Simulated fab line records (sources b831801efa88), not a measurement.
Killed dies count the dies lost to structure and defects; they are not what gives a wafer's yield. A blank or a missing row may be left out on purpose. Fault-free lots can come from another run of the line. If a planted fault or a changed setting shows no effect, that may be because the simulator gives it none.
fab line records + flow gf180mcu
record
- lots=14
- wafers=42
- last_day=34
route steps=602 shown M1@332 V1@352 M5@531 TOP_METAL@570
lots untouched by any fault: they come from a run of this same line in which no faults occurred
start_h: start of the lot's first displayed wafer, in hours after the record's first day + wait_h: hours from the lot's prior step to this one + " as in the row above + L1.1+2: a row that stands for several wafers + - either no value or no given start + * or withheld: withheld + < > ~ a bound
route shown NAME@n: NAME is a module with steps in the file, n the number in the route of the first one + usual: mean and standard deviation over wafers with no fault + same: alike in all rows + chamber/n: place in a boat + sites: the reading at each site + _std_site: standard deviation of those values + _edge_site: the outer-site mean with the inner-site mean subtracted + radius_mm: how far each site lies from the wafer's centre + mask NAME#n: copy n + behind: tool/chamber where the wafer was last shaped + hold: reason for holding the lot/hours on hold/outcome of the hold + device: the n, p or np transistor that did not switch + end of line: tests of these same wafers at the route's end + for a step that has no rows: nothing shown but its recipe + killed: dies that structure and defects cost at the first sort, which is not the same as the wafer's yield + map: shows each die of a wafer: x if killed, . if not, _ if none is there
set.NAME: setting as actually run; set.NAME@STEP: the setting as run at that earlier step + model.NAME: the simulator's own value behind a step, which no gauge read
a sample of lots followed through the steps of the route, with each step as a table and each wafer as a row
services: when a tool's chamber went out of use (start_h, in hours from the record's first day, below 0 if earlier), for how many hours, and the reason
## steps
# step GF_M1_STRIP_17
# recipe
- chemistry=O2/N2
- power_w=1400
- pressure_mtorr=1500
- platen_temp_c=250
- o2_flow_sccm=3000
- n2_flow_sccm=300
- overash_fraction=0.5
# usual
- chamber_pressure_mTorr=1499.9/1.3
- drypump_motor_current_A=6.0/0.52
- heater_power_w=357/41
- oes_product_au=0.536/0.0054
- strip_time_to_endpoint_s=7.36/0.045
| lot.wafer | tool            | chamber | start_h | wait_h | chamber_pressure_mTorr | drypump_motor_current_A | heater_power_w | oes_product_au | rf_hours_counter_h | strip_time_to_endpoint_s |
|-----------|-----------------|---------|---------|--------|------------------------|-------------------------|----------------|----------------|--------------------|--------------------------|
| L314.2    | plasma_asher-01 | 0       | 395.68  | 0.1    | 1499.6                 | 5.9                     | 313            | 0.537          | 79                 | 7.37                     |
| L314.4    | "               | 1       | "       | "      | 1500.4                 | 6.6                     | 325            | 0.542          | -                  | 7.39                     |
| L314.5    | "               | 1       | "       | "      | 1501.5                 | 6.6                     | 324            | 0.543          | -                  | 7.34                     |
| L315.1    | plasma_asher-04 | 0       | 406.53  | 0.1    | 1497.6                 | 5.9                     | 401            | 0.541          | 77                 | 7.38                     |
| L315.4    | "               | 1       | "       | "      | 1500.2                 | 5.1                     | 356            | 0.541          | -                  | 7.38                     |
| L315.5    | "               | 0       | "       | "      | 1498.9                 | 5.9                     | 404            | 0.537          | -                  | 7.39                     |
| L316.1    | plasma_asher-02 | 1       | 422.48  | 0.1    | 1499.5                 | 6.6                     | 309            | 0.534          | 28                 | 7.31                     |
| L316.2    | "               | 0       | "       | "      | 1499.3                 | 5.9                     | 415            | 0.531          | 28                 | 7.33                     |
| L316.5    | "               | 1       | "       | "      | 1498.4                 | 6.6                     | 305            | 0.538          | -                  | 7.29                     |
| L317.1    | plasma_asher-04 | 0       | 429.31  | 0.1    | 1502.7                 | 5.9                     | 405            | 0.545          | 80                 | 7.38                     |
| L317.2    | "               | 1       | "       | "      | 1502.5                 | 5.1                     | 372            | 0.541          | 80                 | 7.36                     |
| L317.6    | "               | 0       | "       | "      | 1501.3                 | 5.9                     | 410            | 0.531          | -                  | 7.37                     |
| L319.3    | plasma_asher-01 | 0       | 445.56  | 0.1    | 1499.4                 | 5.9                     | 316            | 0.534          | -                  | 7.34                     |
| L319.5    | "               | 0       | "       | "      | 1499.4                 | 6.0                     | 321            | 0.530          | -                  | 7.33                     |
| L319.6    | "               | 1       | "       | "      | 1498.5                 | 6.6                     | 321            | 0.537          | -                  | 7.43                     |
| L321.2    | plasma_asher-04 | 0       | 455.61  | 0.1    | 1497.8                 | 5.9                     | 400            | 0.540          | 83                 | 7.42                     |
| L321.4    | "               | 1       | "       | "      | 1498.9                 | 5.1                     | 352            | 0.533          | -                  | 7.30                     |
| L321.6    | "               | 0       | "       | "      | 1498.7                 | 5.9                     | 402            | 0.531          | -                  | 7.30                     |
| L324.4    | plasma_asher-01 | 1       | 490.59  | 0.1    | 1498.3                 | 6.6                     | 325            | 0.536          | -                  | 7.40                     |
| L324.5    | "               | 0       | "       | "      | 1499.3                 | 5.9                     | 325            | 0.524          | -                  | 7.31                     |
| L324.6    | "               | 1       | "       | "      | 1498.8                 | 6.6                     | 328            | 0.541          | -                  | 7.38                     |
| L328.1    | plasma_asher-02 | 0       | 522.66  | 0.1    | 1497.8                 | 5.9                     | 428            | 0.536          | 39                 | 7.35                     |
| L328.5    | "               | 0       | "       | "      | 1500.4                 | 5.9                     | 415            | 0.535          | -                  | 7.37                     |
| L328.6    | "               | 1       | "       | "      | 1499.5                 | 6.6                     | 312            | 0.541          | -                  | 7.33                     |
| L330.2    | plasma_asher-02 | 0       | 528.58  | 0.1    | 1499.2                 | 6.0                     | 399            | 0.535          | 39                 | 7.38                     |
| L330.3    | "               | 1       | "       | "      | 1498.3                 | 6.6                     | 303            | 0.529          | -                  | 7.33                     |
| L330.6    | "               | 0       | "       | "      | 1498.1                 | 6.0                     | 412            | 0.535          | -                  | 7.33                     |
| L331.1    | plasma_asher-02 | 0       | 541.38  | 0.1    | 1500.4                 | 6.0                     | 407            | 0.545          | 41                 | 7.44                     |
| L331.3    | "               | 0       | "       | "      | 1498.9                 | 5.9                     | 412            | 0.551          | -                  | 7.41                     |
| L331.5    | "               | 1       | "       | "      | 1499.7                 | 6.6                     | 310            | 0.541          | -                  | 7.42                     |
| L332.1    | plasma_asher-01 | 0       | 556.51  | 0.1    | 1499.0                 | 5.9                     | 320            | 0.527          | 14                 | 7.27                     |
| L332.2    | "               | 1       | "       | "      | 1498.3                 | 6.6                     | 320            | 0.525          | 14                 | 7.23                     |
| L332.5    | "               | 0       | "       | "      | 1498.7                 | 6.0                     | 319            | 0.535          | -                  | 7.23                     |
| L333.1    | plasma_asher-04 | 1       | 558.88  | 0.1    | 1502.4                 | 5.1                     | 366            | 0.543          | 94                 | 7.36                     |
| L333.3    | "               | 0       | "       | "      | 1500.9                 | 5.9                     | 404            | 0.537          | -                  | 7.41                     |
| L333.4    | "               | 1       | "       | "      | 1502.2                 | 5.1                     | 364            | 0.541          | -                  | 7.36                     |
| L334.1    | plasma_asher-02 | 1       | 568.56  | 0.1    | 1500.5                 | 6.6                     | 311            | 0.536          | 43                 | 7.37                     |
| L334.4    | "               | 1       | "       | "      | 1500.2                 | 6.6                     | 303            | 0.537          | -                  | 7.36                     |
| L334.5    | "               | 1       | "       | "      | 1499.4                 | 6.6                     | 305            | 0.534          | -                  | 7.38                     |
| L335.1    | plasma_asher-04 | 0       | 570.68  | 0.1    | 1500.3                 | 5.9                     | 404            | 0.529          | 96                 | 7.29                     |
| L335.2    | "               | 1       | "       | "      | 1502.2                 | 5.1                     | 359            | 0.532          | 96                 | 7.32                     |
| L335.3    | "               | 1       | "       | "      | 1499.3                 | 5.1                     | 364            | 0.527          | -                  | 7.32                     |
# step GF_V1_ETCH_17
# recipe
- chemistry=C4F8/O2/Ar
- mask_material=KrF
- target=SiO2
- stop_on=TiN
- source_w=1500
- bias_w=1200
- pressure_mtorr=40
- c4f8_flow_sccm=withheld
- O2_flow_sccm=6
- Ar_flow_sccm=300
- time_s=withheld
- target_depth_a=6300
# usual
- chamber_pressure_mTorr=40.00/0.038
- oes_product_au=0.855/0.0048
| lot.wafer | tool        | chamber | start_h | wait_h | chamber_pressure_mTorr | oes_product_au |
|-----------|-------------|---------|---------|--------|------------------------|----------------|
| L314.2    | rie_diel-02 | 2       | -       | -      | 39.96                  | 0.853          |
| L314.4    | "           | 3       | "       | "      | 40.04                  | 0.857          |
| L314.5    | "           | 1       | "       | "      | 40.00                  | 0.863          |
| L315.1    | rie_diel-04 | 1       | -       | -      | 39.97                  | 0.852          |
| L315.4    | "           | 3       | "       | "      | 40.03                  | 0.858          |
| L315.5    | "           | 1       | "       | "      | 40.02                  | 0.845          |
| L316.1    | rie_diel-04 | 0       | -       | -      | 39.97                  | 0.857          |
| L316.2    | "           | 1       | "       | "      | 40.00                  | 0.856          |
| L316.5    | "           | 0       | "       | "      | 39.97                  | 0.861          |
| L317.1    | rie_diel-04 | 2       | -       | -      | 40.02                  | 0.865          |
| L317.2    | "           | 0       | "       | "      | 40.04                  | 0.856          |
| L317.6    | "           | 1       | "       | "      | 39.98                  | 0.855          |
| L319.3    | rie_diel-02 | 0       | -       | -      | 39.99                  | 0.856          |
| L319.5    | "           | 2       | "       | "      | 40.02                  | 0.858          |
| L319.6    | "           | 1       | "       | "      | 40.02                  | 0.848          |
| L321.2    | rie_diel-04 | 0       | -       | -      | 39.98                  | 0.858          |
| L321.4    | "           | 1       | "       | "      | 39.93                  | 0.852          |
| L321.6    | "           | 0       | "       | "      | 39.94                  | 0.850          |
| L324.4    | rie_diel-02 | 3       | -       | -      | 39.97                  | 0.857          |
| L324.5    | "           | 0       | "       | "      | 39.98                  | 0.844          |
| L324.6    | "           | 3       | "       | "      | 40.03                  | 0.859          |
| L328.1    | rie_diel-02 | 1       | -       | -      | 39.98                  | 0.850          |
| L328.5    | "           | 1       | "       | "      | 39.98                  | 0.858          |
| L328.6    | "           | 0       | "       | "      | 40.02                  | 0.853          |
| L330.2    | rie_diel-02 | 3       | -       | -      | 39.96                  | 0.845          |
| L330.3    | "           | 1       | "       | "      | 39.99                  | 0.860          |
| L330.6    | "           | 0       | "       | "      | 40.06                  | 0.852          |
| L331.1    | rie_diel-03 | 3       | -       | -      | 40.05                  | 0.866          |
| L331.3    | "           | 0       | "       | "      | 39.98                  | 0.861          |
| L331.5    | "           | 1       | "       | "      | 39.98                  | 0.862          |
| L332.1    | rie_diel-02 | 0       | -       | -      | 39.95                  | 0.855          |
| L332.2    | "           | 2       | "       | "      | 39.95                  | 0.855          |
| L332.5    | "           | 2       | "       | "      | 39.94                  | 0.854          |
| L333.1    | rie_diel-02 | 2       | -       | -      | 39.97                  | 0.858          |
| L333.3    | "           | 3       | "       | "      | 40.01                  | 0.847          |
| L333.4    | "           | 0       | "       | "      | 40.03                  | 0.855          |
| L334.1    | rie_diel-03 | 0       | -       | -      | 39.98                  | 0.858          |
| L334.4    | "           | 1       | "       | "      | 39.98                  | 0.853          |
| L334.5    | "           | 3       | "       | "      | 40.03                  | 0.862          |
| L335.1    | rie_diel-03 | 3       | -       | -      | 39.98                  | 0.858          |
| L335.2    | "           | 1       | "       | "      | 40.00                  | 0.862          |
| L335.3    | "           | 0       | "       | "      | 39.94                  | 0.858          |
# step GF_M5_PEB_05
# recipe
- peb_temp_c=135
- peb_time_s=90
- resist=KrF
# usual
- chill_plate_temp_C=23.00/0.11
- exhaust_pa=45.0/0.92
| lot.wafer | tool           | chamber | start_h | wait_h | chill_plate_temp_C | exhaust_pa |
|-----------|----------------|---------|---------|--------|--------------------|------------|
| L314.2    | litho_track-04 | 0       | 613.06  | -      | 23.03              | 44.9       |
| L314.4    | "              | 0       | "       | "      | 22.99              | 44.3       |
| L314.5    | "              | 0       | "       | "      | 23.10              | 44.4       |
| L315.1    | litho_track-01 | 0       | 621.48  | -      | 22.93              | 44.1       |
| L315.4    | "              | 0       | "       | "      | 23.16              | 44.5       |
| L315.5    | "              | 0       | "       | "      | 23.15              | 44.0       |
| L316.1    | litho_track-01 | 0       | 638.93  | -      | 23.12              | 46.6       |
| L316.2    | "              | 0       | "       | "      | 23.06              | 46.7       |
| L316.5    | "              | 0       | "       | "      | 22.99              | 46.1       |
| L317.1    | litho_track-03 | 0       | 641.19  | -      | 23.07              | 44.4       |
| L317.2    | "              | 0       | "       | "      | 22.99              | 44.6       |
| L317.6    | "              | 0       | "       | "      | 22.99              | 44.4       |
| L319.3    | litho_track-04 | 0       | 656.54  | -      | 23.04              | 46.4       |
| L319.5    | "              | 0       | "       | "      | 23.12              | 47.3       |
| L319.6    | "              | 0       | "       | "      | 23.04              | 44.4       |
| L321.2    | litho_track-03 | 0       | 663.88  | -      | 23.10              | 46.9       |
| L321.4    | "              | 0       | "       | "      | 23.08              | 45.0       |
| L321.6    | "              | 0       | "       | "      | 23.22              | 44.4       |
| L324.4    | litho_track-03 | 0       | 695.14  | -      | 22.88              | 44.4       |
| L324.5    | "              | 0       | "       | "      | 23.14              | 43.7       |
| L324.6    | "              | 0       | "       | "      | 23.05              | 44.7       |
| L328.1    | litho_track-04 | 0       | 720.67  | -      | 23.19              | 45.6       |
| L328.5    | "              | 0       | "       | "      | 23.13              | 45.9       |
| L328.6    | "              | 0       | "       | "      | 23.26              | 44.7       |
| L330.2    | litho_track-04 | -       | 722.91  | -      | -                  | -          |
| L330.3    | "              | -       | "       | "      | -                  | -          |
| L330.6    | "              | -       | "       | "      | -                  | -          |
| L331.1    | litho_track-03 | -       | 736.89  | -      | -                  | -          |
| L331.3    | "              | -       | "       | "      | -                  | -          |
| L331.5    | "              | -       | "       | "      | -                  | -          |
| L332.1    | litho_track-03 | 0       | 744.84  | -      | 23.01              | 44.7       |
| L332.2    | "              | 0       | "       | "      | 22.99              | 43.9       |
| L332.5    | "              | 0       | "       | "      | 22.99              | 42.9       |
| L333.1    | litho_track-04 | 0       | 746.27  | -      | 23.03              | 45.7       |
| L333.3    | "              | 0       | "       | "      | 22.89              | 45.8       |
| L333.4    | "              | 0       | "       | "      | 23.09              | 44.8       |
| L334.1    | litho_track-04 | 0       | 755.92  | -      | 23.08              | 45.4       |
| L334.4    | "              | 0       | "       | "      | 23.01              | 45.5       |
| L334.5    | "              | 0       | "       | "      | 22.89              | 45.9       |
| L335.1    | litho_track-01 | 0       | 756.83  | -      | 23.08              | 44.5       |
| L335.2    | "              | 0       | "       | "      | 23.02              | 45.4       |
| L335.3    | "              | 0       | "       | "      | 23.10              | 45.9       |
# step GF_TOP_METAL_SPUTTER_03
# recipe
- material=Ti
- target_thk_nm=5
- substrate_temp_c=300
- chamber_pressure_pa=0.3
- power_w=3000
- time_s=3.3
# usual
- throttle_valve_pct=29.7/0.81
| lot.wafer | tool           | chamber | start_h | wait_h | throttle_valve_pct |
|-----------|----------------|---------|---------|--------|--------------------|
| L314.2    | pvd_sputter-04 | -       | 637.05  | 0.0    | 29.0               |
| L314.4    | "              | -       | "       | "      | 31.1               |
| L314.5    | "              | -       | "       | "      | 29.2               |
| L315.1    | pvd_sputter-01 | -       | 645.54  | 0.0    | 30.7               |
| L315.4    | "              | -       | "       | "      | 29.8               |
| L315.5    | "              | -       | "       | "      | 30.0               |
| L316.1    | pvd_sputter-01 | -       | 661.97  | 0.0    | 30.0               |
| L316.2    | "              | -       | "       | "      | 28.8               |
| L316.5    | "              | -       | "       | "      | 29.1               |
| L317.1    | pvd_sputter-02 | -       | 664.54  | 0.0    | 31.2               |
| L317.2    | "              | -       | "       | "      | 29.2               |
| L317.6    | "              | -       | "       | "      | 31.3               |
| L319.3    | pvd_sputter-02 | -       | 679.88  | 0.0    | 29.3               |
| L319.5    | "              | -       | "       | "      | 29.0               |
| L319.6    | "              | -       | "       | "      | 29.4               |
| L321.2    | pvd_sputter-01 | -       | 687.04  | 0.0    | 29.8               |
| L321.4    | "              | -       | "       | "      | 29.9               |
| L321.6    | "              | -       | "       | "      | 30.6               |
| L324.4    | pvd_sputter-02 | -       | 716.88  | 0.0    | 30.2               |
| L324.5    | "              | -       | "       | "      | 29.3               |
| L324.6    | "              | -       | "       | "      | 29.3               |
| L328.1    | pvd_sputter-01 | -       | 742.03  | 0.0    | 30.0               |
| L328.5    | "              | -       | "       | "      | 29.9               |
| L328.6    | "              | -       | "       | "      | 29.0               |
| L332.1    | pvd_sputter-02 | -       | 765.05  | 0.0    | 29.3               |
| L332.2    | "              | -       | "       | "      | 30.1               |
| L332.5    | "              | -       | "       | "      | 29.3               |
| L333.1    | pvd_sputter-01 | -       | 766.14  | 0.0    | 29.8               |
| L333.3    | "              | -       | "       | "      | 29.9               |
| L333.4    | "              | -       | "       | "      | 30.2               |
| L334.1    | pvd_sputter-02 | -       | 775.54  | 0.0    | 30.4               |
| L334.4    | "              | -       | "       | "      | 29.3               |
| L334.5    | "              | -       | "       | "      | 29.4               |
| L335.1    | pvd_sputter-04 | -       | 776.18  | 0.0    | 30.9               |
| L335.2    | "              | -       | "       | "      | 30.5               |
| L335.3    | "              | -       | "       | "      | 28.9               |
## services
| tool            | chamber | start_h | hours | kind   |
|-----------------|---------|---------|-------|--------|
| rie_diel-03     | 0       | 377.01  | 7.0   | repair |
| plasma_asher-02 | -       | 401.65  | 2.6   | repair |
| rie_diel-03     | 3       | 414.43  | 7.2   | repair |
| plasma_asher-01 | -       | 421.25  | 9.0   | pm     |
| rie_diel-04     | 0       | 429.38  | 1.7   | repair |
| rie_diel-03     | 0       | 449.41  | 1.4   | repair |
| rie_diel-04     | -       | 463.58  | 14.6  | pm     |
| rie_diel-02     | 1       | 494.51  | 3.1   | repair |
| pvd_sputter-01  | -       | 505.61  | 6.3   | repair |
| rie_diel-04     | 1       | 516.08  | 8.9   | repair |
| rie_diel-04     | 0       | 541.03  | 2.7   | repair |
| plasma_asher-02 | -       | 565.59  | 0.5   | repair |
| pvd_sputter-01  | -       | 610.56  | 1.6   | repair |
| plasma_asher-02 | -       | 621.19  | 5.4   | repair |
| plasma_asher-04 | -       | 624.40  | 6.6   | repair |
| pvd_sputter-01  | -       | 637.03  | 1.0   | repair |
| plasma_asher-01 | -       | 638.23  | 8.9   | repair |
| rie_diel-04     | 3       | 642.11  | 10.1  | repair |
| plasma_asher-01 | -       | 684.80  | 4.2   | repair |
| plasma_asher-01 | -       | 694.92  | 9.3   | repair |
| rie_diel-02     | 0       | 704.81  | 8.5   | repair |
| plasma_asher-04 | -       | 733.75  | 9.0   | pm     |
| rie_diel-04     | 3       | 739.44  | 12.4  | repair |
| rie_diel-04     | 0       | 763.52  | 5.8   | repair |
## key
first_sign
- step=GF_M5_PEB_05
- reading=tool_record
- direction=missing
effect none on later readings
met_at GF_M5_PEB_05
struck_lots L330,L331
later_rows_left_out L330.2,L330.3,L330.6,L331.1,L331.3,L331.5
sort_left_out L330.2,L330.3,L330.6,L331.1,L331.3,L331.5
not_acting_at GF_M1_STRIP_17,GF_V1_ETCH_17,GF_TOP_METAL_SPUTTER_03
onset_between 720.67 722.91
fault
- kind=skipped_step_whole
- tool=litho_track-03,litho_track-04
- chamber=-
- onset_h=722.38
- steps=GF_M5_PEB_05
- scope=struck_lots_only
# sort_left_out: the simulated sort isn't trusted on such a fault, so these wafers' sort isn't shown, and their yield isn't known
# later_rows_left_out: the simulator's readings of these wafers behind a module that went badly wrong aren't trusted and aren't shown, but for the sort
